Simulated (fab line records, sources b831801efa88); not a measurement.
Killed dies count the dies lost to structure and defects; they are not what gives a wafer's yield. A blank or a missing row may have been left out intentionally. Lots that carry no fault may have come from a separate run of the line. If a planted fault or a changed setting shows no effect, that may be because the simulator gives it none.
fab line records ; flow sky130
record lots=14; wafers=42; last_day=51
route steps=708 shown METAL2@489 VIA2@509
lots untouched by any fault: they come from a run of this same line in which no faults occurred
start_h: hours from the record's opening day to when the first of the lot's shown wafers began ; wait_h: time in hours since the lot's previous step ; " unchanged from the row above ; L1.1+2: a single row standing in for several wafers ; - value missing, or start not given ; * or withheld: withheld ; < > ~ a bound
route shown NAME@n: NAME is a module with steps in the file, n the number in the route of the first one ; usual: average and standard deviation across the fault-free wafers ; same: alike in all rows ; chamber/n: place in a boat ; sites: the reading at each site ; _std_site: standard deviation of those values ; _edge_site: mean of outer sites minus mean of inner sites ; radius_mm: for every site, how far away it sits from the centre of the wafer ; mask NAME#n: copy n ; behind: the last tool/chamber to shape the wafer ; hold: the reason the lot was held/the length of the hold in hours/how it ended ; device: the n, p or np transistor that did not switch ; end of line: the same wafers' tests at the end of the route ; for a step that has no rows: nothing shown but its recipe ; killed: dies lost to structure and defects at the first sort, not the wafer's yield ; map: a wafer's dies, marking killed ones x, the rest . and places with no die _
set.NAME: the setting the step ran with; set.NAME@STEP: the setting that earlier step ran with ; model.NAME: the simulator's own value behind a step, which no gauge read
a sample of lots followed through the steps of the route, with each step as a table and each wafer as a row
services: the hour from which a tool's chamber was out of use, counted from the record's first day as start_h (under 0 if before that day), plus the number of hours and why
## steps
# step SKY_METAL2_THK_MEAS_06
# recipe thk_meas_gauge=xrf; reads=AlCu_of_METAL2_SPUTTER_02
# usual METAL2_ALCU_THK=252/3.3
lot.wafer;tool;chamber;start_h;wait_h;METAL2_ALCU_THK[nm]
L221.1;film_metro-04;-;811.46;0.1;252
L221.2;film_metro-04;-;811.46;0.1;249
L221.6;film_metro-04;-;811.46;0.1;251
L222.1;film_metro-02;-;824.48;0.1;255
L222.3;film_metro-02;-;824.48;0.1;258
L222.6;film_metro-02;-;824.48;0.1;260
L223.2;film_metro-02;-;827.99;0.1;257
L223.3;film_metro-02;-;827.99;0.1;253
L223.6;film_metro-02;-;827.99;0.1;253
L225.1;film_metro-04;-;854.82;0.1;253
L225.2;film_metro-04;-;854.82;0.1;251
L225.6;film_metro-04;-;854.82;0.1;252
L227.1;film_metro-04;-;866.20;0.1;249
L227.3;film_metro-04;-;866.20;0.1;251
L227.5;film_metro-04;-;866.20;0.1;247
L228.1;film_metro-02;-;869.03;0.1;255
L228.4;film_metro-02;-;869.03;0.1;259
L228.5;film_metro-02;-;869.03;0.1;257
L229.1;film_metro-01;-;885.08;0.1;247
L229.2;film_metro-01;-;885.08;0.1;250
L229.5;film_metro-01;-;885.08;0.1;250
L233.4;film_metro-02;-;907.86;0.1;249
L233.5;film_metro-02;-;907.86;0.1;248
L233.6;film_metro-02;-;907.86;0.1;252
L234.2;film_metro-01;-;917.17;0.1;246
L234.5;film_metro-01;-;917.17;0.1;249
L234.6;film_metro-01;-;917.17;0.1;248
L238.1;film_metro-02;-;930.86;0.1;251
L238.4;film_metro-02;-;930.86;0.1;249
L238.5;film_metro-02;-;930.86;0.1;250
L239.2;film_metro-01;-;938.96;0.1;251
L239.5;film_metro-01;-;938.96;0.1;250
L239.6;film_metro-01;-;938.96;0.1;252
L242.3;film_metro-01;-;956.44;0.1;250
L242.4;film_metro-01;-;956.44;0.1;251
L242.5;film_metro-01;-;956.44;0.1;250
L243.1;film_metro-02;-;964.07;0.1;256
L243.2;film_metro-02;-;964.07;0.1;254
L243.4;film_metro-02;-;964.07;0.1;254
L244.4;film_metro-02;-;974.25;0.1;256
L244.5;film_metro-02;-;974.25;0.1;253
L244.6;film_metro-02;-;974.25;0.1;258
# step SKY_VIA2_CMP_02
# recipe material=SiO2; down_force_psi=4; platen_rpm=60; pad_velocity_m_s=0.94248
# usual edge_zone_pressure_frac=1.001/0.0054; motor_current_A=11.8/0.65
lot.wafer;tool;chamber;start_h;wait_h;edge_zone_pressure_frac;motor_current_A
L221.1;cmp-02;3;838.78;0.1;1.002;12.1
L221.2;cmp-02;2;838.78;0.1;0.999;12.6
L221.6;cmp-02;0;838.78;0.1;1.003;11.9
L222.1;cmp-02;0;852.12;0.1;0.990;11.2
L222.3;cmp-02;1;852.12;0.1;0.997;11.6
L222.6;cmp-02;1;852.12;0.1;1.000;11.6
L223.3;cmp-02;2;856.81;0.0;0.998;12.6
L223.2;cmp-02;0;856.81;0.0;0.996;10.8
L223.6;cmp-02;2;856.81;0.0;1.006;12.2
L225.2;cmp-01;3;882.94;0.0;1.007;12.1
L225.1;cmp-01;0;882.94;0.0;1.005;11.2
L225.6;cmp-01;3;882.94;0.0;0.997;13.0
L227.3;cmp-01;2;893.57;0.0;1.000;11.5
L227.1;cmp-01;0;893.57;0.0;1.003;11.3
L227.5;cmp-01;2;893.57;0.0;1.008;11.6
L228.4;cmp-01;1;896.69;0.0;0.999;10.5
L228.1;cmp-01;3;896.69;0.0;1.006;12.6
L228.5;cmp-01;1;896.69;0.0;0.993;11.3
L229.2;cmp-02;0;912.24;0.1;1.001;11.8
L229.1;cmp-02;2;912.24;0.1;1.005;12.0
L229.5;cmp-02;0;912.24;0.1;0.998;11.8
L233.4;cmp-02;1;934.24;0.1;0.998;12.0
L233.6;cmp-02;0;934.24;0.1;1.010;11.3
L233.5;cmp-02;1;934.24;0.1;0.999;12.3
L234.2;cmp-01;2;943.61;0.0;1.005;11.5
L234.6;cmp-01;2;943.61;0.0;1.006;11.2
L234.5;cmp-01;3;943.61;0.0;1.008;12.6
L238.1;cmp-01;1;957.51;0.1;0.998;11.1
L238.4;cmp-01;2;957.51;0.1;0.999;11.9
L238.5;cmp-01;1;957.51;0.1;0.997;10.4
L239.2;cmp-01;1;964.86;0.1;0.998;10.8
L239.6;cmp-01;3;964.86;0.1;1.003;12.9
L239.5;cmp-01;0;964.86;0.1;1.004;10.8
L242.3;cmp-02;0;982.77;0.1;1.002;11.8
L242.4;cmp-02;2;982.77;0.1;1.006;12.0
L242.5;cmp-02;0;982.77;0.1;1.005;11.5
L243.1;cmp-02;1;990.01;0.1;0.990;12.3
L243.4;cmp-02;2;990.01;0.1;1.005;12.2
L243.2;cmp-02;3;990.01;0.1;1.009;11.7
L244.4;cmp-02;2;1000.09;0.1;1.004;12.8
L244.5;cmp-02;1;1000.09;0.1;1.008;11.7
L244.6;cmp-02;2;1000.09;0.1;0.998;11.9
# step SKY_VIA2_ETCH_15
# recipe target=SiO2; chemistry=C4F8/O2/Ar; target_depth_nm=546; stop_on=TiN; mask_material=KrF-thick; source_w=1500; bias_w=1200; pressure_mtorr=40; c4f8_flow_sccm=withheld; O2_flow_sccm=6; Ar_flow_sccm=300; time_s=84
# usual bias_w=1200/3.5; chamber_pressure_mTorr=40.00/0.035; oes_product_au=0.940/0.0049
lot.wafer;tool;chamber;start_h;wait_h;bias_w;chamber_pressure_mTorr;oes_product_au;rf_hours_counter_h
L221.1;rie_diel-03;1;866.46;0.0;1198;40.06;0.943;7
L221.2;rie_diel-03;0;866.46;0.0;1198;40.00;0.939;9
L221.6;rie_diel-03;1;866.46;0.0;1203;40.03;0.938;-
L222.1;rie_diel-04;3;879.34;0.0;1199;39.97;0.944;13
L222.3;rie_diel-04;1;879.34;0.0;1198;39.97;0.938;10
L222.6;rie_diel-04;1;879.34;0.0;1198;40.08;0.930;-
L223.2;rie_diel-04;1;883.89;0.0;1199;39.98;0.940;10
L223.3;rie_diel-04;3;883.89;0.0;1201;40.00;0.936;13
L223.6;rie_diel-04;0;883.89;0.0;1193;39.97;0.938;-
L225.1;rie_diel-01;1;909.94;0.0;1200;40.10;0.940;15
L225.2;rie_diel-01;0;909.94;0.0;1201;39.99;0.943;15
L225.6;rie_diel-01;0;909.94;0.0;1201;40.00;0.932;-
L227.1;rie_diel-01;0;920.17;0.0;1203;40.02;0.937;16
L227.3;rie_diel-01;2;920.17;0.0;1201;39.93;0.942;20
L227.5;rie_diel-01;1;920.17;0.0;1202;40.02;0.935;-
L228.1;rie_diel-03;2;923.47;0.0;1202;39.95;0.942;10
L228.4;rie_diel-03;3;923.47;0.0;1197;39.97;0.939;-
L228.5;rie_diel-03;0;923.47;0.0;1206;39.96;0.947;-
L229.1;rie_diel-01;3;938.12;0.0;1203;40.03;0.932;27
L229.2;rie_diel-01;2;938.12;0.0;1202;39.99;0.943;21
L229.5;rie_diel-01;2;938.12;0.0;1199;40.06;0.944;-
L233.4;rie_diel-03;3;959.59;0.0;1199;40.02;0.943;9
L233.5;rie_diel-03;0;959.59;0.0;1198;39.99;0.941;-
L233.6;rie_diel-03;3;959.59;0.0;1200;40.03;0.932;-
L234.2;rie_diel-04;3;969.19;0.0;1200;39.95;0.940;16
L234.5;rie_diel-04;3;969.19;0.0;1196;40.01;0.945;-
L234.6;rie_diel-04;2;969.19;0.0;1190;40.03;0.941;-
L238.1;rie_diel-03;3;982.77;0.0;-;-;-;-
L238.4;rie_diel-03;1;982.77;0.0;-;-;-;-
L238.5;rie_diel-03;1;982.77;0.0;-;-;-;-
L239.2;rie_diel-04;1;989.59;0.0;-;-;-;-
L239.5;rie_diel-04;1;989.59;0.0;-;-;-;-
L239.6;rie_diel-04;3;989.59;0.0;-;-;-;-
L242.3;rie_diel-01;1;1006.54;0.0;1192;39.96;0.944;18
L242.4;rie_diel-01;2;1006.54;0.0;1200;39.98;0.931;23
L242.5;rie_diel-01;3;1006.54;0.0;1194;39.98;0.946;-
L243.1;rie_diel-03;3;1015.22;0.0;1202;40.00;0.941;11
L243.2;rie_diel-03;1;1015.22;0.0;1203;39.97;0.942;10
L243.4;rie_diel-03;2;1015.22;0.0;1199;40.07;0.946;12
L244.4;rie_diel-04;2;1024.42;0.0;1199;39.92;0.937;18
L244.5;rie_diel-04;1;1024.42;0.0;1198;40.02;0.944;-
L244.6;rie_diel-04;2;1024.42;0.0;1194;40.01;0.931;-
# step SKY_VIA2_STRIP_16
# recipe chemistry=O2/N2; power_w=1400; pressure_mtorr=1500; platen_temp_c=withheld; o2_flow_sccm=3000; n2_flow_sccm=300; overash_fraction=0.5
# usual drypump_motor_current_A=5.6/0.31; oes_product_au=0.398/0.0047; strip_time_to_endpoint_s=4.050/0.025
lot.wafer;tool;chamber;start_h;wait_h;drypump_motor_current_A;oes_product_au;rf_hours_counter_h;strip_time_to_endpoint_s
L221.1;plasma_asher-01;0;866.53;0.0;5.1;0.390;73;4.056
L221.2;plasma_asher-01;1;866.53;0.0;5.3;0.404;73;4.008
L221.6;plasma_asher-01;1;866.53;0.0;5.3;0.398;-;4.068
L222.1;plasma_asher-04;1;879.40;0.0;5.9;0.401;44;4.068
L222.3;plasma_asher-04;1;879.40;0.0;5.9;0.391;-;4.019
L222.6;plasma_asher-04;1;879.40;0.0;5.9;0.399;-;4.037
L223.2;plasma_asher-03;0;883.95;0.0;5.3;0.404;106;4.040
L223.3;plasma_asher-03;0;883.95;0.0;5.3;0.394;-;4.064
L223.6;plasma_asher-03;0;883.95;0.0;5.3;0.401;-;4.016
L225.1;plasma_asher-01;0;910.00;0.0;5.1;0.397;78;4.042
L225.2;plasma_asher-01;1;910.00;0.0;5.3;0.394;78;4.045
L225.6;plasma_asher-01;1;910.00;0.0;5.3;0.401;-;4.036
L227.1;plasma_asher-04;0;920.23;0.0;5.9;0.396;48;4.050
L227.3;plasma_asher-04;0;920.23;0.0;5.9;0.394;-;4.088
L227.5;plasma_asher-04;0;920.23;0.0;5.9;0.402;-;4.066
L228.1;plasma_asher-04;1;923.53;0.0;5.9;0.403;49;4.027
L228.4;plasma_asher-04;0;923.53;0.0;5.9;0.395;-;4.049
L228.5;plasma_asher-04;1;923.53;0.0;5.9;0.396;-;4.022
L229.1;plasma_asher-03;0;938.18;0.0;5.3;0.395;111;4.097
L229.2;plasma_asher-03;1;938.18;0.0;5.3;0.400;111;4.057
L229.5;plasma_asher-03;0;938.18;0.0;5.3;0.401;-;4.053
L233.4;plasma_asher-03;1;959.68;0.1;5.3;0.398;-;4.053
L233.5;plasma_asher-03;0;959.68;0.1;5.3;0.397;-;4.038
L233.6;plasma_asher-03;1;959.68;0.1;5.3;0.408;-;4.086
L234.2;plasma_asher-03;0;969.25;0.0;5.3;0.394;115;4.071
L234.5;plasma_asher-03;0;969.25;0.0;5.3;0.397;-;4.023
L234.6;plasma_asher-03;1;969.25;0.0;5.3;0.392;-;3.981
L238.1;plasma_asher-04;1;982.83;0.0;5.9;0.441;54;5.212
L238.4;plasma_asher-04;1;982.83;0.0;5.9;0.445;-;5.199
L238.5;plasma_asher-04;1;982.83;0.0;5.9;0.446;-;5.169
L239.2;plasma_asher-03;0;989.66;0.0;5.3;0.439;116;5.212
L239.5;plasma_asher-03;0;989.66;0.0;5.3;0.456;-;5.193
L239.6;plasma_asher-03;1;989.66;0.0;5.3;0.446;-;5.226
L242.3;plasma_asher-03;0;1006.63;0.1;5.3;0.400;-;4.045
L242.4;plasma_asher-03;1;1006.63;0.1;5.3;0.401;-;4.041
L242.5;plasma_asher-03;1;1006.63;0.1;5.3;0.412;-;4.051
L243.1;plasma_asher-04;1;1015.28;0.0;5.8;0.399;57;4.057
L243.2;plasma_asher-04;0;1015.28;0.0;5.9;0.395;57;4.046
L243.4;plasma_asher-04;1;1015.28;0.0;5.8;0.401;-;4.032
L244.4;plasma_asher-03;0;1024.51;0.1;5.3;0.402;-;4.007
L244.5;plasma_asher-03;0;1024.51;0.1;5.3;0.384;-;4.051
L244.6;plasma_asher-03;1;1024.51;0.1;5.2;0.402;-;4.014
# step SKY_VIA2_SPUTTER_20
# recipe material=TiN; target_thk_nm=20; chamber_pressure_pa=5; power_w=4000; time_s=80
# usual cathode_dc_power_W=3999.9/0.71; throttle_valve_pct=29.8/1.4
lot.wafer;tool;chamber;start_h;wait_h;cathode_dc_power_W;throttle_valve_pct
L221.1;pvd_sputter-03;-;867.12;0.0;3999.1;28.7
L221.2;pvd_sputter-03;-;867.12;0.0;4001.1;28.8
L221.6;pvd_sputter-03;-;867.12;0.0;4000.0;29.0
L222.1;pvd_sputter-04;-;880.00;0.0;3999.5;29.5
L222.3;pvd_sputter-04;-;880.00;0.0;4000.0;32.2
L222.6;pvd_sputter-04;-;880.00;0.0;4000.6;29.5
L223.2;pvd_sputter-04;-;884.55;0.0;4000.1;32.5
L223.3;pvd_sputter-04;-;884.55;0.0;4000.3;30.4
L223.6;pvd_sputter-04;-;884.55;0.0;3998.9;30.6
L225.1;pvd_sputter-04;-;910.59;0.0;4000.3;29.4
L225.2;pvd_sputter-04;-;910.59;0.0;3999.8;32.8
L225.6;pvd_sputter-04;-;910.59;0.0;3998.9;32.4
L227.1;pvd_sputter-01;-;920.83;0.0;4001.1;30.4
L227.3;pvd_sputter-01;-;920.83;0.0;4000.7;28.1
L227.5;pvd_sputter-01;-;920.83;0.0;4000.4;28.5
L228.1;pvd_sputter-03;-;924.17;0.0;3999.3;30.5
L228.4;pvd_sputter-03;-;924.17;0.0;3999.9;28.2
L228.5;pvd_sputter-03;-;924.17;0.0;4000.4;30.4
L229.1;pvd_sputter-01;-;938.81;0.0;3999.9;30.3
L229.2;pvd_sputter-01;-;938.81;0.0;4001.1;30.2
L229.5;pvd_sputter-01;-;938.81;0.0;3999.7;30.4
L233.4;pvd_sputter-04;-;960.24;0.0;3999.7;32.4
L233.5;pvd_sputter-04;-;960.24;0.0;3999.1;32.3
L233.6;pvd_sputter-04;-;960.24;0.0;4001.0;29.4
L234.2;pvd_sputter-01;-;969.84;0.0;4000.0;27.7
L234.5;pvd_sputter-01;-;969.84;0.0;3999.5;30.2
L234.6;pvd_sputter-01;-;969.84;0.0;3999.2;27.6
L238.1;pvd_sputter-04;-;983.45;0.0;4000.1;29.6
L238.4;pvd_sputter-04;-;983.45;0.0;3999.9;32.5
L238.5;pvd_sputter-04;-;983.45;0.0;4000.8;32.5
L239.2;pvd_sputter-01;-;990.32;0.0;3999.9;28.1
L239.5;pvd_sputter-01;-;990.32;0.0;3998.2;28.2
L239.6;pvd_sputter-01;-;990.32;0.0;4000.0;30.2
L242.3;pvd_sputter-03;-;1007.23;0.0;3999.5;28.2
L242.4;pvd_sputter-03;-;1007.23;0.0;4000.3;28.8
L242.5;pvd_sputter-03;-;1007.23;0.0;4000.2;28.2
L243.1;pvd_sputter-01;-;1015.94;0.0;4000.5;29.9
L243.2;pvd_sputter-01;-;1015.94;0.0;3999.4;27.7
L243.4;pvd_sputter-01;-;1015.94;0.0;3999.1;28.4
L244.4;pvd_sputter-04;-;1025.20;0.0;4001.1;29.6
L244.5;pvd_sputter-04;-;1025.20;0.0;3999.1;32.4
L244.6;pvd_sputter-04;-;1025.20;0.0;4001.8;30.5
## services
tool;chamber;start_h;hours;kind
cmp-02;-;817.50;8.1;pm
cmp-01;-;819.18;3.8;repair
plasma_asher-04;-;824.86;14.6;pm
cmp-01;-;836.62;0.8;repair
plasma_asher-03;-;838.77;1.8;repair
rie_diel-03;2;850.76;8.6;repair
cmp-01;-;856.57;7.6;pm
rie_diel-04;2;862.39;2.2;repair
rie_diel-01;2;874.73;5.6;repair
rie_diel-03;-;882.90;0.4;repair
plasma_asher-03;-;884.55;4.4;repair
pvd_sputter-01;-;884.99;2.0;repair
cmp-02;-;894.23;13.3;pm
cmp-01;-;912.00;4.0;pm
cmp-02;-;915.41;2.3;repair
rie_diel-03;1;917.02;7.1;repair
pvd_sputter-04;-;918.84;2.8;repair
rie_diel-03;-;944.15;0.2;repair
cmp-01;-;950.76;2.6;repair
pvd_sputter-01;-;964.91;0.7;repair
cmp-02;-;972.12;3.2;repair
pvd_sputter-01;-;994.16;3.2;repair
cmp-02;-;1004.76;3.2;repair
cmp-01;-;1018.59;3.0;repair
## key
first_sign step=SKY_VIA2_ETCH_15; reading=tool_record; direction=missing
effect step=SKY_VIA2_STRIP_16; reading=strip_time_to_endpoint_s; direction=up; sigmas=46; usual=*; struck=*
met_at SKY_VIA2_ETCH_15
struck_lots L238,L239
later_rows_left_out L238.1,L238.4,L238.5,L239.2,L239.5,L239.6
sort_left_out L238.1,L238.4,L238.5,L239.2,L239.5,L239.6
not_acting_at SKY_METAL2_THK_MEAS_06,SKY_VIA2_CMP_02,SKY_VIA2_SPUTTER_20
onset_between 969.19 982.77
fault kind=skipped_step_whole; tool=rie_diel-03,rie_diel-04; chamber=-; onset_h=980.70; steps=SKY_VIA2_ETCH_15; scope=struck_lots_only
# sort_left_out: the simulated sort isn't trusted on such a fault, so these wafers' sort isn't shown, and their yield isn't known
# later_rows_left_out: the simulator's readings of these wafers behind a module that went badly wrong aren't trusted and aren't shown, but for the sort
